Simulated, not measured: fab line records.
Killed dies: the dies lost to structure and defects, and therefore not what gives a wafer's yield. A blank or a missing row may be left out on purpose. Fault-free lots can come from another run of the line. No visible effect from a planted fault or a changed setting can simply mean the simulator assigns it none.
fab line records | flow sky130
record lots=6 wafers=17 lastDay=50
route steps=708 shown CONTACT@418 METAL1@434 PAD_OPEN@708
lots with no fault: from the same line, run without faults
startH: start of the lot's first displayed wafer, in hours after the record's first day | waitH: hours from the lot's prior step to this one | " identical to the entry in the row above | L1.1+2: a row that stands for several wafers | - value missing, or start not given | * or withheld: withheld | < > ~ a bound
route shown NAME@n: names a module that has steps shown in the file, with the first one's number in the route | usual: average and standard deviation across the fault-free wafers | same: alike in all rows | chamber/n: place in a boat | sites: the reading at each site | _std_site: how widely they spread, as a standard deviation | _edge_site: inner sites' mean taken away from outer sites' mean | radiusMm: how far each site lies from the wafer's centre | mask NAME#n: copy n | behind: the last tool/chamber to shape the wafer | hold: cause of the lot's hold/its duration in hours/its outcome | device: transistor that didn't switch, given as n, p or np | end of line: the tests these same wafers got at the end of their route | where a step has no rows: the recipe by itself | killed: dies lost to structure and defects at the first sort, not the wafer's yield | map: shows each die of a wafer: x if killed, . if not, _ if none is there
set.NAME: the run value of the setting; set.NAME@STEP: its run value at that earlier step | model.NAME: the simulator's own value behind a step, which no gauge read
lots at selected steps of the route; one table per step, one row per wafer
services: a tool's chamber out of use, with start hour (startH, from the record's first day; less than 0 if before it), hours out, and reason
## steps
# step SKY_CONTACT_PEB_12
# recipe pebTempC=withheld pebTimeS=withheld resist=KrF-thick
# step SKY_CONTACT_DEVELOP_13
# recipe developTimeS=60 resist=KrF-thick devTempC=21
# step SKY_CONTACT_CD_MEAS_14
# recipe targetCdNm=170
# usual cdNm=169.4/1.4
# columns lot.wafer tool chamber startH waitH cdNm
L961.1 cdSem-02 - 824.33 - 170.8
L961.3 " - " " 171.5
L961.4 " - " " 171.5
L962.1 cdSem-02 - 828.38 - 170.9
L962.3 " - " " 168.5
L962.5 " - " " 170.1
L965.2 cdSem-01 - 858.15 - 168.0
L965.6 " - " " 167.2
L967.1 cdSem-02 - 861.08 - 168.2
L967.2 " - " " 167.6
L967.6 " - " " 167.5
L970.2 cdSem-01 - 878.75 - 169.4
L970.4 " - " " 169.7
L970.5 " - " " 169.9
L975.2 cdSem-01 - 913.98 - 170.5
L975.3 " - " " 169.8
L975.5 " - " " 168.9
# step SKY_CONTACT_OVL_MEAS_15
# usual CONTACT_OVL=1/5.2
# columns lot.wafer tool chamber startH waitH CONTACT_OVL[nm]
L961.1 overlay-02 - 824.45 0.1 -9
L961.3 " - " " -10
L961.4 " - " " -5
L962.1 overlay-01 - 828.50 0.1 2
L962.3 " - " " 10
L962.5 " - " " 6
L965.2 overlay-02 - 858.26 0.1 -2
L965.6 " - " " 0
L967.1 overlay-02 - 861.20 0.1 1
L967.2 " - " " 5
L967.6 " - " " 3
L970.2 overlay-02 - 878.86 0.1 -1
L970.4 " - " " 5
L970.5 " - " " 0
L975.2 overlay-02 - 914.09 0.1 -7
L975.3 " - " " -10
L975.5 " - " " -9
# step SKY_CONTACT_ETCH_16
# recipe chemistry=N2/H2 target=BARC ionEnergyEv=200 sourceW=500 biasW=100 pressureMtorr=30 n2FlowSccm=100 h2FlowSccm=200 stopOn=SiO2 timeS=45.9 targetDepthA=600
# usual drypumpMotorCurrentA=5.9/0.38 oesProductAu=0.856/0.0046 throttleValvePct=13.225/0.0088
# columns lot.wafer tool chamber startH waitH drypumpMotorCurrentA oesProductAu rfHoursCounterH throttleValvePct
L961.1 rieDiel-01 2 824.49 0.0 5.9 0.857 12 13.211
L961.3 " 1 " " 5.5 0.859 8 13.224
L961.4 " 0 " " 6.7 0.856 2 13.213
L962.1 rieDiel-03 0 828.54 0.0 5.8 0.859 3 13.229
L962.3 " 3 " " 6.3 0.862 6 13.223
L962.5 " 1 " " 5.3 0.852 - 13.225
L965.2 rieDiel-01 3 858.29 0.0 5.6 0.847 14 13.211
L965.6 " 2 " " 5.9 0.857 - 13.223
L967.1 rieDiel-03 1 861.24 0.0 5.4 0.854 22 13.219
L967.2 " 3 " " 6.3 0.861 7 13.223
L967.6 " 2 " " 5.7 0.858 - 13.212
L970.2 rieDiel-01 0 878.89 0.0 6.7 0.853 4 13.232
L970.4 " 2 " " 5.9 0.862 13 13.231
L970.5 " 0 " " 6.7 0.855 - 13.220
L975.2 rieDiel-01 3 914.12 0.0 5.6 0.846 16 13.218
L975.3 " 1 " " 5.5 0.851 11 13.228
L975.5 " 3 " " 5.6 0.858 - 13.231
# step SKY_CONTACT_ETCH_17
# recipe target=SiO2 chemistry=C4F8/O2/Ar stopOn=Si3N4 maskMaterial=KrF-thick sourceW=1500 biasW=1200 pressureMtorr=40 c4f8FlowSccm=withheld O2_flow_sccm=6 Ar_flow_sccm=300 timeS=withheld targetDepthA=3400
# usual oesProductAu=0.892/0.0048
# columns lot.wafer tool chamber startH waitH oesProductAu
L961.1 rieDiel-01 2 824.53 0.0 0.895
L961.3 " 1 " " 0.902
L961.4 " 0 " " 0.886
L962.1 rieDiel-03 0 828.58 0.0 0.889
L962.3 " 3 " " 0.886
L962.5 " 1 " " 0.887
L965.2 rieDiel-01 3 858.33 0.0 0.891
L965.6 " 2 " " 0.882
L967.1 rieDiel-03 1 861.28 0.0 0.900
L967.2 " 3 " " 0.897
L967.6 " 2 " " 0.884
L970.2 rieDiel-01 0 878.93 0.0 0.892
L970.4 " 2 " " 0.895
L970.5 " 0 " " 0.896
L975.2 rieDiel-01 3 914.16 0.0 0.896
L975.3 " 1 " " 0.889
L975.5 " 3 " " 0.894
# step SKY_CONTACT_ETCH_18
# recipe target=Si3N4 chemistry=CHF3/O2 stopOn=TiN sourceW=600 biasW=200 pressureMtorr=40 chf3FlowSccm=50 O2_flow_sccm=5 timeS=39 targetDepthA=750
# usual O2_flow_sccm=5.003/0.015 chf3FlowSccm=50.01/0.15 drypumpMotorCurrentA=5.9/0.38 oesProductAu=0.851/0.0076 throttleValvePct=8.793/0.0082
# columns lot.wafer tool chamber startH waitH O2_flow_sccm chf3FlowSccm drypumpMotorCurrentA oesProductAu rfHoursCounterH throttleValvePct
L961.1 rieDiel-01 2 - - 4.993 49.93 5.9 0.840 12 8.798
L961.3 " 1 " " 4.962 50.02 5.5 0.835 8 8.781
L961.4 " 0 " " 4.985 49.89 6.7 0.845 2 8.795
L962.1 rieDiel-03 0 - - 4.990 50.14 5.8 0.854 3 8.792
L962.3 " 3 " " 5.032 49.90 6.3 0.846 6 8.779
L962.5 " 1 " " 5.000 49.86 5.3 0.844 - 8.782
L965.2 rieDiel-01 3 - - 5.008 49.92 5.6 0.863 14 8.790
L965.6 " 2 " " 5.005 49.85 5.9 0.856 - 8.798
L967.1 rieDiel-03 1 - - 5.023 49.93 5.3 0.840 22 8.782
L967.2 " 3 " " 5.011 50.18 6.3 0.845 7 8.801
L967.6 " 2 " " 5.004 49.98 5.6 0.850 - 8.781
L970.2 rieDiel-01 0 - - 4.988 50.19 6.7 0.843 4 8.786
L970.4 " 2 " " 5.004 50.14 5.9 0.851 13 8.801
L970.5 " 0 " " 4.989 50.09 6.7 0.851 - 8.806
L975.2 rieDiel-01 3 - - 4.993 50.01 5.6 0.861 16 8.795
L975.3 " 1 " " 4.983 50.03 5.5 0.865 11 8.799
L975.5 " 3 " " 4.998 50.12 5.6 0.862 - 8.801
# step SKY_CONTACT_STRIP_19
# recipe chemistry=O2/N2 powerW=1400 pressureMtorr=1500 platenTempC=withheld o2FlowSccm=3000 n2FlowSccm=300 overashFraction=0.5
# usual drypumpMotorCurrentA=6.0/0.37 oesProductAu=0.380/0.0046 stripTimeToEndpointS=3.62/0.032
# columns lot.wafer tool chamber startH waitH drypumpMotorCurrentA oesProductAu rfHoursCounterH stripTimeToEndpointS
L961.1 plasmaAsher-03 0 824.62 - 6.1 0.382 8 3.63
L961.3 " 1 " " 6.0 0.380 - 3.57
L961.4 " 0 " " 6.1 0.390 - 3.62
L962.1 plasmaAsher-03 0 828.67 - 6.1 0.379 8 3.62
L962.3 " 1 " " 6.1 0.375 - 3.62
L962.5 " 0 " " 6.1 0.380 - 3.56
L965.2 plasmaAsher-04 1 858.42 - 6.0 0.383 44 3.63
L965.6 " 0 " " 6.4 0.382 - 3.65
L967.1 plasmaAsher-03 1 861.37 - 6.1 0.373 12 3.60
L967.2 " 0 " " 6.1 0.384 12 3.65
L967.6 " 1 " " 6.1 0.383 - 3.70
L970.2 plasmaAsher-01 0 879.02 - 5.2 0.385 101 3.65
L970.4 " 1 " " 6.4 0.387 - 3.65
L970.5 " 1 " " 6.4 0.381 - 3.64
L975.2 plasmaAsher-03 1 914.25 - 6.1 0.382 17 3.66
L975.3 " 0 " " 6.1 0.376 - 3.59
L975.5 " 0 " " 6.1 0.381 - 3.65
# step SKY_CONTACT_STRIP_20
# recipe chemistry=postEtchResidueRemover timeS=1200 tempC=72.5
# step SKY_CONTACT_CLEAN_21
# recipe chemistry=IPA timeS=180 tempC=25
# step SKY_CONTACT_CLEAN_22
# recipe chemistry=O3/DIW dry=n2Spin
# step SKY_CONTACT_SPUTTER_23
# recipe material=TiN targetThkNm=20 chamberPressurePa=5 powerW=4000 timeS=80
# step SKY_CONTACT_CVD_24
# recipe material=W targetThkNm=340 timeS=102.12 tempC=400 pressureTorr=40
# usual heaterPowerW=848/82
# columns lot.wafer tool chamber startH waitH heaterPowerW model.W_of_CONTACT_CVD_24.thkNm
L961.1 cvdW-01 0 825.27 0.0 962 339.5
L961.3 " 1 " " 792 336.3
L961.4 " 0 " " 976 332.4
L962.1 cvdW-02 0 829.32 0.0 864 338.5
L962.3 " 1 " " 768 330.7
L962.5 " 1 " " 763 332.9
L965.2 cvdW-02 0 859.67 0.0 868 236.1
L965.6 " 0 " " 872 239.2
L967.1 cvdW-02 0 862.02 0.0 856 239.9
L967.2 " 1 " " 782 333.1
L967.6 " 0 " " 846 240
L970.2 cvdW-01 1 879.67 0.0 783 338.6
L970.4 " 0 " " 970 336.2
L970.5 " 0 " " 985 340.1
L975.2 cvdW-01 0 914.91 0.0 983 337
L975.3 " 0 " " 972 333.9
L975.5 " 1 " " 792 336.8
# step SKY_CONTACT_RS_MEAS_25
# recipe thkMeasGauge=four-point-probe reads=W_of_CONTACT_CVD_24+TiN_of_CONTACT_SPUTTER_23
# usual CONTACT_W_RS=0.341/0.0041
# columns lot.wafer tool chamber startH waitH CONTACT_W_RS[ohm/sq]
L961.1 filmMetro-03 - 825.38 0.1 0.339
L961.3 " - " " 0.343
L961.4 " - " " 0.346
L962.1 filmMetro-04 - 829.43 0.1 0.339
L962.3 " - " " 0.348
L962.5 " - " " 0.345
L965.2 filmMetro-01 - 859.80 0.1 0.489
L965.6 " - " " 0.482
L967.1 filmMetro-04 - 862.13 0.1 0.481
L967.2 " - " " 0.345
L967.6 " - " " 0.480
L970.2 filmMetro-04 - 879.80 0.1 0.339
L970.4 " - " " 0.342
L970.5 " - " " 0.337
L975.2 filmMetro-01 - 915.04 0.1 0.341
L975.3 " - " " 0.343
L975.5 " - " " 0.341
# step SKY_CONTACT_THK_MEAS_26
# recipe thkMeasGauge=xrf reads=W_of_CONTACT_CVD_24
# usual CONTACT_W_THK=345/5.6
# columns lot.wafer tool chamber startH waitH CONTACT_W_THK[nm]
L961.1 filmMetro-03 - 825.50 0.1 345
L961.3 " - " " 342
L961.4 " - " " 340
L962.1 filmMetro-04 - 829.55 0.1 352
L962.3 " - " " 344
L962.5 " - " " 347
L965.2 filmMetro-01 - 859.91 0.1 240
L965.6 " - " " 242
L967.1 filmMetro-04 - 862.25 0.1 246
L967.2 " - " " 344
L967.6 " - " " 246
L970.2 filmMetro-04 - 879.91 0.1 353
L970.4 " - " " 351
L970.5 " - " " 355
L975.2 filmMetro-01 - 915.15 0.1 344
L975.3 " - " " 341
L975.5 " - " " 344
# step SKY_CONTACT_CMP_27
# recipe stopOn=SiO2 tOverpolishS=15 downForcePsi=3.5 platenRpm=60 targetThkNm=0 padVelocityMS=0.94248
# usual headPressurePsi=3.500/0.0082 motorCurrentA=10.9/1.2 timeToEndpointS=82/4.4
# columns lot.wafer tool chamber startH waitH headPressurePsi motorCurrentA timeToEndpointS
L961.3 cmp-02 1 825.56 0.0 3.500 11.3 77
L961.4 " 3 " " 3.501 11.3 84
L961.1 " 0 " " 3.487 8.7 76
L962.1 cmp-01 0 829.61 0.1 3.503 13.2 83
L962.3 " 3 " " 3.510 10.3 85
L962.5 " 1 " " 3.513 10.9 80
L965.2 cmp-02 3 860.04 0.1 3.511 10.7 59
L965.6 " 3 " " 3.496 10.3 57
L967.2 cmp-01 3 862.36 0.1 3.504 10.7 85
L967.1 " 0 " " 3.481 13.3 57
L967.6 " 3 " " 3.498 9.9 59
L970.4 cmp-01 0 879.96 0.0 3.503 13.1 85
L970.2 " 3 " " 3.509 10.2 88
L970.5 " 0 " " 3.502 14.0 90
L975.3 cmp-02 1 915.20 0.0 3.493 10.6 80
L975.2 " 3 " " 3.505 10.5 92
L975.5 " 1 " " 3.487 11.1 83
# step SKY_METAL1_SPUTTER_00
# recipe material=Ti targetThkNm=15 powerW=3000 timeS=10 chamberPressurePa=0.4
# usual throttleValvePct=30.1/1
# columns lot.wafer tool chamber startH waitH throttleValvePct
L961.1 pvdSputter-01 - 825.86 0.1 30.9
L961.3 " - " " 31.5
L961.4 " - " " 29.7
L962.1 pvdSputter-03 - 829.91 0.2 29.4
L962.3 " - " " 28.9
L962.5 " - " " 29.5
L965.2 pvdSputter-02 - 860.34 0.2 31.3
L965.6 " - " " 31.1
L967.1 pvdSputter-03 - 862.61 0.1 29.3
L967.2 " - " " 29.9
L967.6 " - " " 29.7
L970.2 pvdSputter-02 - 880.26 0.1 32.2
L970.4 " - " " 29.4
L970.5 " - " " 28.5
L975.2 pvdSputter-02 - 915.50 0.1 29.8
L975.3 " - " " 31.5
L975.5 " - " " 28.5
# step SKY_PAD_OPEN_PROBE_99
# usual killed_at_M0_to_M3=43/6.8 killed_at_M4_up=3.2/2 killedAtContacts=24/5.3 killedAtFrontEnd=16/4.4 killedAtOther=0.3/0.54 killedDies=86/9.4 killedOpen=48/6.6 killedShort=38/6.5
# same grossDies=492 killedAtBackSide=0
# columns lot.wafer tool chamber startH waitH killed_at_M0_to_M3 killed_at_M4_up killedAtContacts killedAtFrontEnd killedAtOther killedDies killedOpen killedShort
L962.1 prober-02 - 1152.75 0.1 50 7 27 16 1 101 62 39
L962.3 prober-02 - 1152.85 0.2 42 5 26 17 0 90 52 37
L962.5 prober-02 - 1152.95 0.2 47 4 33 18 0 102 59 43
L967.1 prober-01 - 1178.23 0.1 38 3 22 23 0 86 39 46
L967.2 prober-01 - 1178.28 0.1 43 2 19 20 1 85 50 35
L967.6 prober-01 - 1178.48 0.2 48 6 22 16 0 92 52 40
L970.2 prober-02 - 1189.96 0.1 33 5 20 22 1 81 44 37
L970.4 prober-02 - 1190.06 0.2 34 2 34 11 0 81 54 27
L970.5 prober-02 - 1190.11 0.2 41 3 33 18 0 95 54 41
L975.2 prober-02 - 1209.36 0.1 45 1 26 17 0 89 45 44
L975.3 prober-02 - 1209.41 0.2 37 5 25 18 0 85 45 40
L975.5 prober-02 - 1209.51 0.2 42 2 20 17 0 81 43 38
# killed by level:class
L962.1 CONTACT:geometricParticle:open=14 VIA2:geometricParticle:open=10 VIA3:geometricParticle:open=9 FIELD_ISO:geometricParticle:open=7 VIA1:geometricParticle:open=7 VIA2:geometricParticle:short=6 METAL2:geometricParticle:short=5 VIA1:geometricParticle:short=5
L962.3 VIA1:geometricParticle:open=12 LI_CONTACT:geometricParticle:open=10 FIELD_ISO:geometricParticle:open=7 CONTACT:geometricParticle:open=7 VIA1:geometricParticle:short=6 VIA3:geometricParticle:open=6 METAL2:geometricParticle:short=5 LOCAL_INTERCONNECT:geometricParticle:short=4
L962.5 VIA1:geometricParticle:open=17 LI_CONTACT:geometricParticle:open=13 CONTACT:geometricParticle:open=6 VIA3:geometricParticle:open=6 CONTACT:geometricParticle:short=5 VIA2:geometricParticle:open=5 FIELD_ISO:geometricParticle:short=4 FIELD_ISO:geometricParticle:open=4
L967.1 CONTACT:geometricParticle:short=7 VIA3:geometricParticle:open=7 VIA1:geometricParticle:short=6 VIA1:geometricParticle:open=6 CONTACT:geometricParticle:open=6 POLY_GATE:geometricParticle:short=5 POLY_GATE:geometricParticle:open=5 LI_CONTACT:geometricParticle:open=5
L967.2 VIA1:geometricParticle:open=12 METAL2:geometricParticle:short=10 LI_CONTACT:geometricParticle:open=8 CONTACT:geometricParticle:open=7 VIA3:geometricParticle:open=6 FIELD_ISO:geometricParticle:short=5 VIA2:geometricParticle:open=5 SPACER:geometricParticle:short=4
L967.6 VIA1:geometricParticle:open=10 CONTACT:geometricParticle:open=9 VIA2:geometricParticle:open=9 METAL1:geometricParticle:short=7 FIELD_ISO:geometricParticle:open=6 VIA1:geometricParticle:short=5 LOCAL_INTERCONNECT:geometricParticle:short=4 FIELD_ISO:geometricParticle:short=3
L970.2 CONTACT:geometricParticle:open=13 VIA1:geometricParticle:open=7 VIA3:geometricParticle:open=6 POLY_GATE:geometricParticle:short=5 FIELD_ISO:geometricParticle:open=4 METAL2:geometricParticle:short=4 METAL4:geometricParticle:short=4 FIELD_ISO:geometricParticle:short=3
L970.4 CONTACT:geometricParticle:open=15 VIA1:geometricParticle:open=10 LI_CONTACT:geometricParticle:open=9 VIA3:geometricParticle:open=7 CONTACT:geometricParticle:short=5 POLY_GATE:geometricParticle:open=4 LI_CONTACT:geometricParticle:short=4 VIA3:geometricParticle:short=4
L970.5 CONTACT:geometricParticle:open=13 VIA1:geometricParticle:open=13 METAL2:geometricParticle:short=9 LI_CONTACT:geometricParticle:open=8 POLY_GATE:geometricParticle:short=5 LOCAL_INTERCONNECT:geometricParticle:short=5 FIELD_ISO:geometricParticle:open=4 SPACER:geometricParticle:open=4
L975.2 VIA1:geometricParticle:open=10 LI_CONTACT:geometricParticle:open=7 METAL2:geometricParticle:short=7 POLY_GATE:geometricParticle:open=6 CONTACT:geometricParticle:open=6 VIA3:geometricParticle:open=6 VIA1:geometricParticle:short=5 LI_CONTACT:geometricParticle:short=5
L975.3 VIA1:geometricParticle:open=10 LI_CONTACT:geometricParticle:open=8 CONTACT:geometricParticle:open=6 VIA3:geometricParticle:open=6 FIELD_ISO:geometricParticle:short=5 CONTACT:geometricParticle:short=5 POLY_GATE:geometricParticle:short=4 METAL1:geometricParticle:short=4
L975.5 VIA1:geometricParticle:open=10 CONTACT:geometricParticle:open=9 POLY_GATE:geometricParticle:open=8 VIA1:geometricParticle:short=8 METAL2:geometricParticle:short=7 LOCAL_INTERCONNECT:geometricParticle:short=6 VIA3:geometricParticle:open=5 POLY_GATE:geometricParticle:short=4
## services
# columns tool chamber startH hours kind
rieDiel-01 3 806.13 13.1 repair
cmp-01 - 809.50 5.1 pm
pvdSputter-02 3 816.59 - consumableReplace:kit
pvdSputter-02 3 816.59 18.0 scheduledDown
pvdSputter-02 3 816.59 18.0 ventCycle
plasmaAsher-03 - 817.45 2.9 repair
rieDiel-01 3 830.65 5.8 repair
cvdW-01 0 836.55 12.3 repair
cmp-02 - 838.63 3.8 pm
cmp-01 - 847.83 5.3 repair
rieDiel-01 2 864.89 8.4 repair
rieDiel-01 3 872.91 1.2 repair
pvdSputter-02 - 887.03 0.6 repair
rieDiel-03 0 896.43 10.0 repair
rieDiel-01 - 900.33 1.5 repair
cvdW-01 - 901.81 0.3 repair
cvdW-02 - 904.00 14.0 pm
cvdW-02 0 904.00 14.0 ventCycle
cvdW-02 1 904.00 14.0 ventCycle
pvdSputter-03 - 911.46 1.9 repair
cmp-01 - 912.00 4.0 pm
rieDiel-03 1 912.49 - clean
rieDiel-03 1 912.49 29.7 scheduledDown
rieDiel-03 1 912.49 29.7 ventCycle
## key
firstSign step=SKY_CONTACT_RS_MEAS_25 reading=CONTACT_W_RS direction=up sigmas=34 usual=0.341 struck=0.483
effect step=SKY_CONTACT_THK_MEAS_26 reading=CONTACT_W_THK direction=down sigmas=18 usual=345 struck=243
effect step=SKY_CONTACT_CMP_27 reading=timeToEndpointS direction=down sigmas=5.4 usual=* struck=*
modelEffect step=SKY_CONTACT_CVD_24 value=W_of_CONTACT_CVD_24.thkNm without=338.4 struck=238.8
metAt SKY_CONTACT_CVD_24
struckWafers L965.2,L965.6,L967.1,L967.6
rowsEnd L965.2,L965.6
testerLeftOut L967
onsetBetween 829.32 859.67
fault kind=processParameterDrift tool=cvdW-02 chamber=0 onsetH=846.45 steps=SKY_CONTACT_CVD_24 channel=targetThkNm offset=-100.23 shape=step endH=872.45 actsIn=theseRecipesOnly stated=340
# testerLeftOut: of these lots the tester's yield and bins aren't shown, on N5 and GAA mostly nor the transistor test; their killed dies are dies lost to structure and defects alone, not to doping, threshold or leakage, so they don't give the yield
# rowsEnd: these wafers met a further fault down the route, and their rows from its step on are left out
